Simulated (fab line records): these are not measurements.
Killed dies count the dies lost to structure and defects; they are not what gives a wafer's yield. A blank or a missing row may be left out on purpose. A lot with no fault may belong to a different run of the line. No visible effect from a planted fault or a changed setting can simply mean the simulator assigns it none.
fab line records	flow sfqLine
record: lots: 6	wafers: 18	lastDay: 82
route steps=325 shown M5@201 A5B@209 R5@212 I5@228 C5@240 M8@325
lots untouched by any fault: they come from a run of this same line in which no faults occurred
startH: hours from the record's opening day to when the first of the lot's shown wafers began	waitH: hours elapsed since this lot's preceding step	" as in the row above	L1.1+2: a single row standing in for several wafers	- value missing, or start not given	* or withheld: withheld	< > ~ a bound
route shown NAME@n: names a module that has steps shown in the file, with the first one's number in the route	usual: mean and standard deviation over wafers with no fault	same: alike in all rows	chamber/n: place in a boat	sites: each site's reading	_std_site: the standard deviation of these	_edge_site: inner sites' mean taken away from outer sites' mean	radiusMm: how far each site lies from the wafer's centre	mask NAME#n: copy n	behind: the last tool/chamber to shape the wafer	hold: cause of the lot's hold/its duration in hours/its outcome	device: whichever transistor did not switch (one of n, p or np)	end of line: tests run on the same wafers once the route is complete	a step without rows: its recipe alone	killed: count of dies lost to structure and defects at first sort (not the wafer's yield)	map: a wafer's dies, marking killed ones x, the rest . and places with no die _
set.NAME: the setting that was run; set.NAME@STEP: the one run at that earlier step	model.NAME: the simulator's own value behind a step, which no gauge read
lots at selected steps of the route; one table per step, one row per wafer
services: from which hour (startH, from the record's first day; less than 0 if before it) a tool's chamber was out of use, for how many hours, and why
== steps ==
step: SFQ_TRILAYER_M5_LITHO_EXPOSE_124
recipe: maskId: M5	na: 0.6	sourceShape: conventional	sigmaOuter: 0.65	targetCdNm: 700	doseMj: 14.4
step: SFQ_TRILAYER_M5_LITHO_PEB_126
recipe: pebTempC: 115	pebTimeS: 60	resist: KrF
step: SFQ_TRILAYER_M5_LITHO_DEVELOP_125
recipe: timeS: 60	resist: KrF
step: SFQ_M5_OVL_MEAS_932
usual: M5_OVL: 1/3.7
lot.wafer	tool	chamber	startH	waitH	M5_OVL[nm]
L253.3	overlay-02	-	1380.58	0.1	9
L253.4	"	-	"	"	3
L253.6	"	-	"	"	-5
L265.2	overlay-01	-	1456.17	0.1	-3
L265.5	"	-	"	"	-1
L265.6	"	-	"	"	1
L267.1	overlay-01	-	1468.17	0.1	4
L267.3	"	-	"	"	2
L267.6	"	-	"	"	3
L268.1	overlay-01	-	1472.97	0.1	0
L268.3	"	-	"	"	7
L268.4	"	-	"	"	-4
L270.1	overlay-01	-	1517.37	0.1	-1
L270.2	"	-	"	"	2
L270.4	"	-	"	"	-1
L274.3	overlay-01	-	1636.78	0.1	-4
L274.4	"	-	"	"	-2
L274.6	"	-	"	"	-4
step: SFQ_TRILAYER_M5_BARC_OPEN_METAL_ETCH_161
recipe: maskMaterial: PR	chemistry: O2	targetDepthNm: 125	target: BARC	icpW: 600	biasW: 80	pressureMtorr: 10	timeS: 41.7
usual: drypumpMotorCurrentA: 5.5/0.48	oesProductAu: 0.685/0.0045
lot.wafer	tool	chamber	startH	waitH	drypumpMotorCurrentA	oesProductAu	rfHoursCounterH
L253.3	rieMetal-03	0	1380.62	0.0	6.0	0.683	-
L253.4	"	1	"	"	5.0	0.698	-
L253.6	"	0	"	"	6.0	0.687	-
L265.2	rieMetal-04	0	1456.20	0.0	5.3	0.683	73
L265.5	"	0	"	"	5.3	0.688	-
L265.6	"	1	"	"	5.0	0.687	-
L267.1	rieMetal-01	0	1468.20	0.0	6.1	0.678	69
L267.3	"	0	"	"	6.1	0.679	-
L267.6	"	1	"	"	5.5	0.685	-
L268.1	rieMetal-03	0	1473.00	0.0	6.0	0.690	25
L268.3	"	1	"	"	5.0	0.685	-
L268.4	"	0	"	"	6.1	0.678	-
L270.1	rieMetal-01	1	1517.40	0.0	5.5	0.685	21
L270.2	"	0	"	"	6.1	0.690	74
L270.4	"	0	"	"	6.1	0.680	-
L274.3	rieMetal-04	0	1636.82	0.0	5.3	0.680	-
L274.4	"	1	"	"	5.0	0.691	-
L274.6	"	0	"	"	5.2	0.690	-
step: SFQ_TRILAYER_M5_ETCH_METAL_ETCH_126
recipe: target: Nb	stopOn: SiO2	maskMaterial: PR	overEtchFrac: 0.15	timeS: 203.2	chemistry: Cl2/BCl3	targetDepthNm: 265	icpW: 600	biasW: 80	pressureMtorr: 10
step: SFQ_TRILAYER_M5_STRIP_STRIP_127
recipe: gas: O2	powerW: 200	platenTempC: 40	overashFraction: 0.65	chemistry: O2	pressureMtorr: 50
step: SFQ_TRILAYER_M5_STRIP_SOLV_CLEAN_128
recipe: chemistry: NMP	tempC: 70	timeS: 600
step: SFQ_TRILAYER_A5B_DEP_PECVD_129
recipe: material: SiO2	tempC: 150	timeS: 133.33	pressureTorr: 2.4	rfW: 183.3	precursor: SiH4/N2O	targetThkNm: 600
step: SFQ_TRILAYER_A5B_CMP_CMP_130
recipe: stopOn: Nb	downForcePsi: 3	platenRpm: 60	targetThkNm: 340.7
step: SFQ_TRILAYER_A5B_METRO_MEASURE_131
step: SFQ_TRILAYER_R5_DEP_SPUTTER_132
recipe: material: Ti	basePressurePa: 1.33e-06	targetThkNm: 5	powerW: 2000	timeS: 5	chamberPressurePa: 0.4
step: SFQ_TRILAYER_R5_DEP_SPUTTER_133
recipe: material: MoNx	basePressurePa: 1.33e-06	targetThkNm: 40	powerW: 1000	timeS: 66.7	chamberPressurePa: 0.4
usual: throttleValvePct: 30.4/1
lot.wafer	tool	chamber	startH	waitH	throttleValvePct	model.MoNx_of_TRILAYER_R5_DEP_SPUTTER_133.thkNm
L253.3	pvdSputter-03	-	1388.29	0.0	29.5	39.46
L253.4	"	-	"	"	31.1	39.89
L253.6	"	-	"	"	29.3	39.48
L265.2	pvdSputter-05	-	1461.54	0.0	29.5	29.62
L265.5	"	-	"	"	29.4	29.17
L265.6	"	-	"	"	29.4	29.51
L267.1	pvdSputter-03	-	1476.72	0.0	32.2	40.25
L267.3	"	-	"	"	31.1	40.04
L267.6	"	-	"	"	29.6	39.68
L268.1	pvdSputter-05	-	1479.72	0.0	29.3	29.98
L268.3	"	-	"	"	30.0	30.07
L268.4	"	-	"	"	29.7	29.87
L270.1	pvdSputter-03	-	1522.92	0.0	29.7	39.83
L270.2	"	-	"	"	32.5	39.83
L270.4	"	-	"	"	29.8	40.32
L274.3	pvdSputter-05	-	1642.85	0.0	30.0	39.38
L274.4	"	-	"	"	29.6	39.72
L274.6	"	-	"	"	31.9	39.7
step: SFQ_TRILAYER_R5_DEP_SPUTTER_134
recipe: material: Ti	basePressurePa: 1.33e-06	targetThkNm: 5	powerW: 2000	timeS: 5	chamberPressurePa: 0.4
step: SFQ_R5_RS_MEAS_933
recipe: thkMeasGauge: four-point-probe	reads: Ti_of_TRILAYER_R5_DEP_SPUTTER_134+MoNx_of_TRILAYER_R5_DEP_SPUTTER_133+Ti_of_TRILAYER_R5_DEP_SPUTTER_132
usual: R5_MONX_RS: 7.09/0.082
lot.wafer	tool	chamber	startH	waitH	R5_MONX_RS[ohm/sq]
L253.3	filmMetro-04	-	1388.41	0.0	7.12
L253.4	"	-	"	"	7.04
L253.6	"	-	"	"	7.11
L265.2	filmMetro-04	-	1461.63	0.0	9.28
L265.5	"	-	"	"	9.46
L265.6	"	-	"	"	9.32
L267.1	filmMetro-04	-	1476.79	0.0	6.98
L267.3	"	-	"	"	7.02
L267.6	"	-	"	"	7.09
L268.1	filmMetro-03	-	1479.79	0.0	9.31
L268.3	"	-	"	"	9.28
L268.4	"	-	"	"	9.30
L270.1	filmMetro-03	-	1522.99	0.0	7.12
L270.2	"	-	"	"	7.10
L270.4	"	-	"	"	7.02
L274.3	filmMetro-03	-	1642.96	0.0	7.15
L274.4	"	-	"	"	7.10
L274.6	"	-	"	"	7.12
step: SFQ_R5_THK_MEAS_934
recipe: thkMeasGauge: xrf	reads: MoNx_of_TRILAYER_R5_DEP_SPUTTER_133
usual: R5_MONX_THK: 38.8/0.53
lot.wafer	tool	chamber	startH	waitH	R5_MONX_THK[nm]
L253.3	filmMetro-04	-	1388.51	0.1	38.1
L253.4	"	-	"	"	38.6
L253.6	"	-	"	"	38.0
L265.2	filmMetro-04	-	1461.74	0.1	28.5
L265.5	"	-	"	"	28.2
L265.6	"	-	"	"	28.5
L267.1	filmMetro-04	-	1476.91	0.1	38.9
L267.3	"	-	"	"	38.5
L267.6	"	-	"	"	38.4
L268.1	filmMetro-03	-	1479.91	0.1	29.4
L268.3	"	-	"	"	29.5
L268.4	"	-	"	"	29.1
L270.1	filmMetro-03	-	1523.11	0.1	38.6
L270.2	"	-	"	"	38.7
L270.4	"	-	"	"	39.2
L274.3	filmMetro-03	-	1643.06	0.1	38.4
L274.4	"	-	"	"	38.7
L274.6	"	-	"	"	38.7
step: SFQ_TRILAYER_R5_LITHO_COAT_141
recipe: resist: BARC	spinRpm: 3000	resistThkNm: 62
step: SFQ_TRILAYER_R5_LITHO_COAT_136
recipe: resist: KrF	spinRpm: 3000	resistThkNm: 600
step: SFQ_TRILAYER_R5_LITHO_SOFTBAKE_140
recipe: tempC: withheld	timeS: withheld	resist: KrF
step: SFQ_TRILAYER_R5_LITHO_EXPOSE_137
recipe: maskId: R5	na: 0.6	sourceShape: conventional	sigmaOuter: 0.65	targetCdNm: 500	doseMj: 14.4
step: SFQ_TRILAYER_R5_LITHO_PEB_139
recipe: pebTempC: 115	pebTimeS: 60	resist: KrF
step: SFQ_TRILAYER_R5_LITHO_DEVELOP_138
recipe: timeS: 60	resist: KrF
step: SFQ_R5_OVL_MEAS_935
usual: R5_OVL: -2/4.7
lot.wafer	tool	chamber	startH	waitH	R5_OVL[nm]
L253.3	overlay-01	-	1399.45	0.1	3
L253.4	"	-	"	"	-3
L253.6	"	-	"	"	-4
L265.2	overlay-01	-	1601.74	0.1	-6
L265.5	"	-	"	"	-6
L265.6	"	-	"	"	-3
L267.1	overlay-01	-	1614.15	0.1	0
L267.3	"	-	"	"	-5
L267.6	"	-	"	"	-1
L268.1	overlay-01	-	1615.35	0.1	-3
L268.3	"	-	"	"	0
L268.4	"	-	"	"	-5
L270.1	overlay-01	-	1622.55	0.1	-3
L270.2	"	-	"	"	-3
L270.4	"	-	"	"	-2
L274.3	overlay-01	-	1666.98	0.1	4
L274.4	"	-	"	"	0
L274.6	"	-	"	"	0
step: SFQ_TRILAYER_R5_BARC_OPEN_METAL_ETCH_177
recipe: maskMaterial: PR	chemistry: O2	targetDepthNm: 125	target: BARC	icpW: 600	biasW: 80	pressureMtorr: 10	timeS: 41.7
usual: drypumpMotorCurrentA: 5.5/0.56	oesProductAu: 0.685/0.0046
lot.wafer	tool	chamber	startH	waitH	drypumpMotorCurrentA	oesProductAu	rfHoursCounterH
L253.3	rieMetal-03	0	1399.50	0.0	6.1	0.683	-
L253.4	"	1	"	"	5.0	0.690	-
L253.6	"	0	"	"	6.0	0.684	-
L265.2	rieMetal-04	0	1601.77	0.0	5.3	0.696	91
L265.5	"	0	"	"	5.3	0.684	-
L265.6	"	1	"	"	5.0	0.680	-
L267.1	rieMetal-03	0	1614.19	0.0	6.0	0.683	40
L267.3	"	1	"	"	5.0	0.682	-
L267.6	"	1	"	"	5.0	0.686	-
L268.1	rieMetal-02	1	1615.39	0.0	5.5	0.690	27
L268.3	"	1	"	"	5.6	0.691	-
L268.4	"	0	"	"	6.4	0.684	-
L270.1	rieMetal-04	1	1622.59	0.0	5.0	0.687	15
L270.2	"	0	"	"	5.2	0.684	94
L270.4	"	1	"	"	5.0	0.685	-
L274.3	rieMetal-04	0	1667.02	0.0	5.3	0.683	-
L274.4	"	1	"	"	5.0	0.692	-
L274.6	"	0	"	"	5.2	0.686	-
step: SFQ_TRILAYER_R5_ETCH_METAL_ETCH_139
recipe: stopOn: SiO2	maskMaterial: PR	chemistry: Cl2	targetDepthNm: 60	icpW: 600	biasW: 80	pressureMtorr: 10	timeS: 40
usual: drypumpMotorCurrentA: 5.5/0.56	oesProductAu: 0.992/0.0052
lot.wafer	tool	chamber	startH	waitH	drypumpMotorCurrentA	oesProductAu	rfHoursCounterH
L253.3	rieMetal-03	0	1399.56	0.0	6.0	0.995	-
L253.4	"	1	"	"	4.9	0.999	-
L253.6	"	0	"	"	6.0	0.996	-
L265.2	rieMetal-04	0	1601.83	0.0	5.2	0.993	91
L265.5	"	0	"	"	5.2	0.996	-
L265.6	"	1	"	"	5.0	0.998	-
L267.1	rieMetal-03	0	1614.25	0.0	6.1	0.993	40
L267.3	"	1	"	"	5.0	0.983	-
L267.6	"	1	"	"	4.9	0.993	-
L268.1	rieMetal-02	1	1615.45	0.0	5.6	0.993	27
L268.3	"	1	"	"	5.6	0.991	-
L268.4	"	0	"	"	6.4	0.988	-
L270.1	rieMetal-04	1	1622.65	0.0	5.0	0.990	15
L270.2	"	0	"	"	5.2	0.992	94
L270.4	"	1	"	"	5.0	0.987	-
L274.3	rieMetal-04	0	1667.08	0.0	5.2	0.997	-
L274.4	"	1	"	"	5.0	0.995	-
L274.6	"	0	"	"	5.3	0.999	-
step: SFQ_TRILAYER_R5_STRIP_STRIP_140
recipe: gas: O2	powerW: 200	platenTempC: 40	overashFraction: 0.65	chemistry: O2	pressureMtorr: 50
step: SFQ_TRILAYER_R5_STRIP_SOLV_CLEAN_141
recipe: chemistry: NMP	tempC: 70	timeS: 600
step: SFQ_TRILAYER_A5C_DEP_PECVD_142
recipe: material: SiO2	tempC: 150	timeS: 15.556	pressureTorr: 2.4	rfW: 183.3	precursor: SiH4/N2O	targetThkNm: 70
usual: heaterPowerW: 82/21	throttleValvePct: 25.2/1.4
lot.wafer	tool	chamber	startH	waitH	heaterPowerW	throttleValvePct
L253.3	pecvd-02	0	1400.37	0.0	115	25.4
L253.4	"	2	"	"	87	25.0
L253.6	"	1	"	"	74	26.4
L265.2	pecvd-02	0	1602.68	0.0	116	26.4
L265.5	"	1	"	"	73	26.8
L265.6	"	2	"	"	91	25.4
L267.1	pecvd-03	2	1615.08	0.0	58	27.0
L267.3	"	1	"	"	81	26.4
L267.6	"	0	"	"	88	25.0
L268.1	pecvd-02	2	1616.28	0.0	87	25.3
L268.3	"	0	"	"	111	26.4
L268.4	"	1	"	"	83	26.8
L270.1	pecvd-02	2	1623.50	0.0	79	25.2
L270.2	"	1	"	"	83	26.9
L270.4	"	2	"	"	78	25.5
L274.3	pecvd-02	2	1667.89	0.0	81	25.5
L274.4	"	0	"	"	117	26.0
L274.6	"	2	"	"	82	25.1
step: SFQ_TRILAYER_I5_LITHO_COAT_149
recipe: resist: BARC	spinRpm: 3000	resistThkNm: 62
step: SFQ_TRILAYER_I5_LITHO_COAT_144
recipe: resist: KrF	spinRpm: 3000	resistThkNm: 650
step: SFQ_TRILAYER_I5_LITHO_SOFTBAKE_148
recipe: tempC: withheld	timeS: withheld	resist: KrF
step: SFQ_TRILAYER_I5_LITHO_EXPOSE_145
recipe: maskId: I5	na: 0.6	sourceShape: conventional	sigmaOuter: 0.65	targetCdNm: 700	doseMj: 21.3
step: SFQ_TRILAYER_I5_LITHO_PEB_147
recipe: pebTempC: 115	pebTimeS: 60	resist: KrF
step: SFQ_TRILAYER_I5_LITHO_DEVELOP_146
recipe: timeS: 60	resist: KrF
step: SFQ_I5_OVL_MEAS_936
usual: I5_OVL: -1/4.8
lot.wafer	tool	chamber	startH	waitH	I5_OVL[nm]
L253.3	overlay-02	-	1413.95	0.1	3
L253.4	"	-	"	"	-1
L253.6	"	-	"	"	2
L265.2	overlay-01	-	1640.57	0.1	-1
L265.5	"	-	"	"	-2
L265.6	"	-	"	"	5
L267.1	overlay-01	-	1648.97	0.1	5
L267.3	"	-	"	"	-2
L267.6	"	-	"	"	-8
L268.1	overlay-01	-	1650.17	0.1	4
L268.3	"	-	"	"	-4
L268.4	"	-	"	"	-4
L270.1	overlay-01	-	1653.77	0.1	-9
L270.2	"	-	"	"	-11
L270.4	"	-	"	"	-9
L274.3	overlay-02	-	1696.61	0.1	-8
L274.4	"	-	"	"	-6
L274.6	"	-	"	"	-6
step: SFQ_TRILAYER_I5_BARC_OPEN_VIA_ETCH_200
recipe: maskMaterial: PR	chemistry: O2	targetDepthNm: 125	target: BARC	sourceW: 500	biasW: 80	pressureMtorr: 30	timeS: 41.7
usual: drypumpMotorCurrentA: 5.8/0.55	oesProductAu: 0.686/0.0046
lot.wafer	tool	chamber	startH	waitH	drypumpMotorCurrentA	oesProductAu	rfHoursCounterH
L253.3	rieDiel-03	2	1413.98	0.0	6.5	0.686	0
L253.4	"	1	"	"	6.5	0.687	12
L253.6	"	0	"	"	5.1	0.685	-
L265.2	rieDiel-04	3	1640.60	0.0	6.2	0.688	14
L265.5	"	2	"	"	5.6	0.689	-
L265.6	"	1	"	"	6.2	0.683	-
L267.1	rieDiel-03	2	1649.00	0.0	6.5	0.683	3
L267.3	"	3	"	"	5.2	0.683	0
L267.6	"	3	"	"	5.2	0.681	-
L268.1	rieDiel-01	0	1650.20	0.0	5.7	0.681	8
L268.3	"	2	"	"	5.6	0.681	0
L268.4	"	1	"	"	4.7	0.680	9
L270.1	rieDiel-03	1	1653.80	0.0	6.5	0.679	16
L270.2	"	0	"	"	5.1	0.686	9
L270.4	"	2	"	"	6.5	0.683	4
L274.3	rieDiel-01	1	1696.64	0.0	4.7	0.691	10
L274.4	"	2	"	"	5.6	0.693	-
L274.6	"	3	"	"	6.5	0.687	-
step: SFQ_TRILAYER_I5_ETCH_VIA_ETCH_147
recipe: stopOn: Nb	maskMaterial: PR	chemistry: CHF3	targetDepthNm: 360	sourceW: 500	biasW: 80	pressureMtorr: 30	timeS: withheld
step: SFQ_TRILAYER_I5_STRIP_STRIP_148
recipe: gas: O2	powerW: 200	platenTempC: 40	overashFraction: 0.65	chemistry: O2	pressureMtorr: 50
step: SFQ_TRILAYER_I5_STRIP_SOLV_CLEAN_149
recipe: chemistry: NMP	tempC: 70	timeS: 600
step: SFQ_TRILAYER_C5_LITHO_COAT_156
recipe: resist: BARC	spinRpm: 3000	resistThkNm: 62
step: SFQ_TRILAYER_C5_LITHO_COAT_151
recipe: resist: KrF	spinRpm: 3000	resistThkNm: 650
step: SFQ_TRILAYER_C5_LITHO_SOFTBAKE_155
recipe: tempC: withheld	timeS: withheld	resist: KrF
step: SFQ_M8_BOW_MEAS_951
recipe: mode: bow
usual: M8_BOW: 8/11
lot.wafer	tool	chamber	startH	waitH	M8_BOW[um]	model.etest.r5.ohmUm	model.etest.c5.linkOhm	model.etest.r5.ohmSq
L253.3	filmMetro-02	-	1771.61	0.0	23	14.26	8.115	7.153
L253.4	"	-	"	"	11	14.07	8.04	7.076
L253.6	"	-	"	"	17	14.25	8.116	7.149
L265.2	filmMetro-04	-	1900.74	0.0	7	19.05	10.5	9.529
L265.5	"	-	"	"	10	19.35	10.64	9.677
L265.6	"	-	"	"	13	19.14	10.52	9.566
L267.1	filmMetro-02	-	1915.12	0.0	4	14.01	7.957	7.013
L267.3	"	-	"	"	15	14.09	7.996	7.05
L267.6	"	-	"	"	7	14.18	8.073	7.113
L268.1	filmMetro-01	-	1921.21	0.0	-3	18.78	10.38	9.416
L268.3	"	-	"	"	-11	18.73	10.34	9.388
L268.4	"	-	"	"	4	18.9	10.41	9.45
L270.1	filmMetro-02	-	1933.88	0.0	24	14.16	8.031	7.086
L270.2	"	-	"	"	22	14.17	8.034	7.087
L270.4	"	-	"	"	38	14	7.957	7
L274.3	filmMetro-04	-	1957.39	0.0	28	14.36	8.121	7.168
L274.4	"	-	"	"	31	14.21	8.063	7.106
L274.6	"	-	"	"	20	14.21	8.067	7.109
== services ==
tool	chamber	startH	hours	kind
rieDiel-03	-	1357.99	11.0	repair
rieDiel-01	2	1363.78	2.6	repair
pvdSputter-03	-	1378.23	1.8	repair
rieMetal-02	1	1409.21	48.8	repair
pecvd-02	-	1416.80	14.6	pm
rieDiel-01	1	1451.93	2.8	repair
rieMetal-04	0	1467.35	1.2	repair
rieMetal-01	0	1473.61	1.1	repair
pecvd-02	2	1478.37	5.5	repair
rieDiel-03	1	1485.58	1.5	repair
rieDiel-01	3	1491.53	1.5	repair
rieDiel-01	2	1496.29	3.1	repair
rieMetal-04	1	1516.00	26.5	repair
pvdSputter-03	-	1533.10	1.9	repair
rieDiel-01	2	1544.30	1.2	repair
pvdSputter-03	-	1571.14	2.3	repair
rieDiel-01	3	1583.32	10.3	repair
pvdSputter-03	-	1588.55	5.3	repair
pvdSputter-05	-	1592.70	3.2	repair
pvdSputter-05	-	1608.88	3.4	repair
pecvd-02	0	1621.04	4.2	repair
pecvd-02	-	1635.49	0.9	repair
pecvd-02	0	1637.52	3.6	repair
rieMetal-02	-	1642.20	0.2	repair
== key ==
firstSign: step: SFQ_R5_RS_MEAS_933	reading: R5_MONX_RS	direction: up	sigmas: 27	usual: 7.09	struck: 9.32
effect: step: SFQ_R5_THK_MEAS_934	reading: R5_MONX_THK	direction: down	sigmas: 19	usual: 38.8	struck: 28.9
modelEffect: step: SFQ_TRILAYER_R5_DEP_SPUTTER_133	value: MoNx_of_TRILAYER_R5_DEP_SPUTTER_133.thkNm	without: 39.48	struck: 29.7
modelEffect: step: SFQ_M8_BOW_MEAS_951	value: etest.r5.ohmUm	without: 14.29	struck: 18.99
metAt SFQ_TRILAYER_R5_DEP_SPUTTER_133
struckWafers L265.2,L265.5,L265.6,L268.1,L268.3,L268.4
fault: kind: processParameterDrift	tool: pvdSputter-05	chamber: -	onsetH: 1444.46	steps: SFQ_TRILAYER_R5_DEP_SPUTTER_133	channel: targetThkNm	offset: -9.7754	shape: step	endH: 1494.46	actsIn: theseRecipesOnly	stated: 40
